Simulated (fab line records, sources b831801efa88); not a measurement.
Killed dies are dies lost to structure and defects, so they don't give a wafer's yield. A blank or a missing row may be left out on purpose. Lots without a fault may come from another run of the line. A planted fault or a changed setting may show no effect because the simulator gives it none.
Chamber matching | flow sfq_line | SFQ_TRILAYER_A5B_DEP_PECVD_129 on pecvd-02: 3 sister chambers
The step deposits SiO2 from SiH4/N2O, time 133.33 s, target thk 600 nm. 3 wafers are shown with their chamber, then 7 later ones without.

WAFERS WITH THEIR CHAMBER
wafer  | chamber | throttle_valve_pct (%)
L294.1 | 1       | 24.4
L296.2 | 2       | 25.0
L296.3 | 0       | 26.8

WAFERS WITHOUT THEIR CHAMBER
wafer  | throttle_valve_pct (%)
L296.6 | 24.2
L297.1 | 24.4
L297.4 | 23.8
L297.5 | 24.9
L298.2 | 24.5
L298.3 | 26.8
L298.4 | 26.9

WHICH CHAMBER EACH WENT THROUGH
wafer  | from the rows above     | in truth
L296.6 | 1                       | 1
L297.1 | 1                       | 1
L297.4 | 1                       | 1
L297.5 | can't be placed: 2 or 1 | 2
L298.2 | can't be placed: 1 or 2 | 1
L298.3 | 0                       | 0
L298.4 | 0                       | 0
Placed correctly: 5 of 7. Can't be placed from these rows: 2 (the true chamber is among the candidates in 2). Placed wrongly: 0.
How it was worked out, from the rows above alone: a wafer's distance from a chamber is the root of the sum, over the readings, of the square of ((its reading less the chamber's mean) divided by the reading's scatter). The wafer belongs to the nearest chamber; if the next one is less than 2 further off, it can't be placed. A chamber's mean is the mean of its shown wafers. The scatter: with one shown wafer a chamber, the root of the mean of the squares of how far each hidden wafer lies from its nearest shown one.
